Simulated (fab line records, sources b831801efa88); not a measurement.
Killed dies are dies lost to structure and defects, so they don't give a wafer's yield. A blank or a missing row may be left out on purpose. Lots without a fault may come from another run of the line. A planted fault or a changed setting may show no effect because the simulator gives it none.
Chamber matching | flow gf180mcu | GF_V3_CMP_04 on cmp-01: 4 sister chambers
The step polishes SiO2. 15 wafers are shown with their chamber, then 7 later ones without.

WAFERS WITH THEIR CHAMBER
wafer  | chamber | motor_current_A (A) | time_to_endpoint_s (s) | head_pressure_psi (psi)
L431.4 | 0       | 10.9                | 84                     | 4.013
L431.5 | 3       | 14.2                | 84                     | 4.004
L431.6 | 2       | 11.0                | 88                     | 3.979
L433.1 | 3       | 12.6                | 71                     | 4.007
L433.4 | 2       | 11.4                | 80                     | 3.989
L433.5 | 1       | 12.6                | 76                     | 4.002
L435.2 | 0       | 11.6                | 86                     | 3.990
L435.3 | 2       | 11.9                | 83                     | 3.994
L435.5 | 1       | 12.3                | 82                     | 3.999
L436.1 | 1       | 12.3                | 69                     | 4.004
L436.2 | 2       | 11.0                | 79                     | 3.997
L436.3 | 0       | 11.2                | 83                     | 3.995
L439.1 | 3       | 13.4                | 77                     | 4.000
L439.3 | 1       | 11.9                | 74                     | 3.998
L439.6 | 2       | 10.9                | 93                     | 4.006

SIGNATURES (means of the wafers above)
reading            | chamber 0 | chamber 1 | chamber 2 | chamber 3 | scatter within a chamber
motor_current_A    | 11.233    | 12.275    | 11.240    | 13.400    | 0.473
time_to_endpoint_s | 84.33     | 75.25     | 84.60     | 77.33     | 5.34
head_pressure_psi  | 3.99933   | 4.00075   | 3.99300   | 4.00367   | 0.00819
Rule: a wafer's distance from a chamber is the root of the sum, over the readings, of the square of ((its reading less the chamber's mean) divided by the reading's scatter). The wafer belongs to the nearest chamber; if the next one is less than 2 further off, it can't be placed. The scatter: the root of (the sum of the squares of (reading less its chamber's mean) over the shown wafers, divided by (wafers less chambers)).

WAFERS WITHOUT THEIR CHAMBER
wafer  | motor_current_A (A) | time_to_endpoint_s (s) | head_pressure_psi (psi)
L444.1 | 13.3                | 81                     | 4.002
L444.4 | 10.6                | 88                     | 3.990
L444.5 | 12.6                | 75                     | 4.000
L445.1 | 11.1                | 87                     | 4.003
L445.4 | 11.5                | 82                     | 4.002
L447.2 | 10.9                | 76                     | 4.017
L447.3 | 12.8                | 72                     | 4.012

WHICH CHAMBER EACH WENT THROUGH
wafer  | from the rows above          | in truth
L444.1 | can't be placed: 3 or 1      | 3
L444.4 | can't be placed: 2 or 0      | 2
L444.5 | can't be placed: 1 or 3      | 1
L445.1 | can't be placed: 0 or 2      | 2
L445.4 | can't be placed: 0 or 2 or 1 | 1
L447.2 | can't be placed: 0 or 2 or 1 | 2
L447.3 | can't be placed: 1 or 3      | 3
Placed correctly: 0 of 7. Can't be placed from these rows: 7 (the true chamber is among the candidates in 7). Placed wrongly: 0.
